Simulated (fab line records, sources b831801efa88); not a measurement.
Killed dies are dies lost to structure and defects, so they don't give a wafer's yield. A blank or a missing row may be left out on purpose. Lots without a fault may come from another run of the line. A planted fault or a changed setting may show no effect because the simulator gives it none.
Split-lot experiment | flow sky130 | 5 lots, 23 wafers read, on a route of 708 steps

THE SPLIT
At SKY_METAL2_SPUTTER_04 (material TiN, target thk 70 nm, time 58.3 s), the setting power_w was moved away from the recipe's 6500 W on 9 of the 23 wafers read, by -3.2% to +10.0%. The other wafers ran this setting at the recipe's value.

The reading is taken at the split's own step.

THE READING
TiN_of_METAL2_SPUTTER_04.thk_nm (the simulator's own value, which no gauge read), in nm, at SKY_METAL2_SPUTTER_04 (material TiN, target thk 70 nm, time 58.3 s). The file gives no usual value for it. The 14 wafers here that ran the recipe average 70.23 nm, standard deviation 1.1 nm.

wafer  | tool, chamber at the split | power_w as run, W | against the recipe | TiN_of_METAL2_SPUTTER_04.thk_nm, nm | against lot-mates on the recipe
L075.1 | pvd_sputter-03, -          | 6500              | recipe             | 70.98                               | -
L075.2 | pvd_sputter-03, -          | 6293              | -3.2%              | 67.97                               | -2.56
L075.4 | pvd_sputter-03, -          | 6500              | recipe             | 70.64                               | -
L075.5 | pvd_sputter-03, -          | 6293              | -3.2%              | 68.78                               | -1.75
L075.6 | pvd_sputter-03, -          | 6500              | recipe             | 69.97                               | -
L078.1 | pvd_sputter-01, -          | 6500              | recipe             | 69.86                               | -
L078.4 | pvd_sputter-01, -          | 6500              | recipe             | 69.92                               | -
L078.6 | pvd_sputter-01, -          | 6500              | recipe             | 69.46                               | -
L079.1 | pvd_sputter-02, -          | 6500              | recipe             | 68.75                               | -
L079.3 | pvd_sputter-02, -          | 6500              | recipe             | 69.45                               | -
L079.4 | pvd_sputter-02, -          | 6791              | +4.5%              | 71.95                               | +2.60
L079.5 | pvd_sputter-02, -          | 6500              | recipe             | 69.84                               | -
L079.6 | pvd_sputter-02, -          | 6791              | +4.5%              | 71.53                               | +2.18
L084.1 | pvd_sputter-02, -          | 7126              | +9.6%              | 75.48                               | +6.10
L084.3 | pvd_sputter-02, -          | 7126              | +9.6%              | 77.06                               | +7.68
L084.4 | pvd_sputter-02, -          | 6500              | recipe             | 70.28                               | -
L084.5 | pvd_sputter-02, -          | 6500              | recipe             | 68.49                               | -
L084.6 | pvd_sputter-02, -          | 7126              | +9.6%              | 76.23                               | +6.85
L085.1 | pvd_sputter-01, -          | 6500              | recipe             | 71.49                               | -
L085.2 | pvd_sputter-01, -          | 7153              | +10.0%             | 78.92                               | +7.04
L085.3 | pvd_sputter-01, -          | 6500              | recipe             | 72.09                               | -
L085.4 | pvd_sputter-01, -          | 7153              | +10.0%             | 79.59                               | +7.71
L085.6 | pvd_sputter-01, -          | 6500              | recipe             | 72.06                               | -

THE FIT
A straight line over all 23 wafers: TiN_of_METAL2_SPUTTER_04.thk_nm changes by +0.709 nm for each +1% of power_w; r = +0.93; the points scatter about the line by 1.3 nm.
The same after taking each lot's own level away (the mean of its wafers on the recipe; 23 wafers): +0.71 nm for each +1%; r = +0.99; scatter 0.55 nm.
On that fit, the largest move of power_w shifts the reading by 7.1 nm.
The lots' own levels span 69.347 to 71.880 nm, that is 2.4 times the standard deviation above.
So the lot-to-lot level changes the slope little: the two slopes agree.
Check: with one of the wafers moved furthest among these (+10.0%) left out of the fit, the line predicts +7.11 nm for it against its lot-mates. It came out at +7.04 nm against them.

OTHER SPLITS ON THESE WAFERS
These wafers also went through other splits before the reading. Each is held against what the fit with the lots' levels taken away leaves over:
other split on the same wafers          | wafers away from the commonest value | r with TiN_of_METAL2_SPUTTER_04.thk_nm (lot level and that fit taken away)
SKY_CONTACT_STRIP_19 power_w            | 12                                   | +0.13
SKY_METAL1_COAT_09 resist_thk_nm        | 7                                    | +0.09
SKY_VIA1_HDPCVD_00 sih4_flow_sccm       | 7                                    | +0.02
SKY_VIA1_SPUTTER_20 chamber_pressure_pa | 18                                   | +0.23

THE FILE'S OWN FIT
TiN_of_METAL2_SPUTTER_04.thk_nm changes by +0.705 nm for each +1% of power_w, r = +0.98.
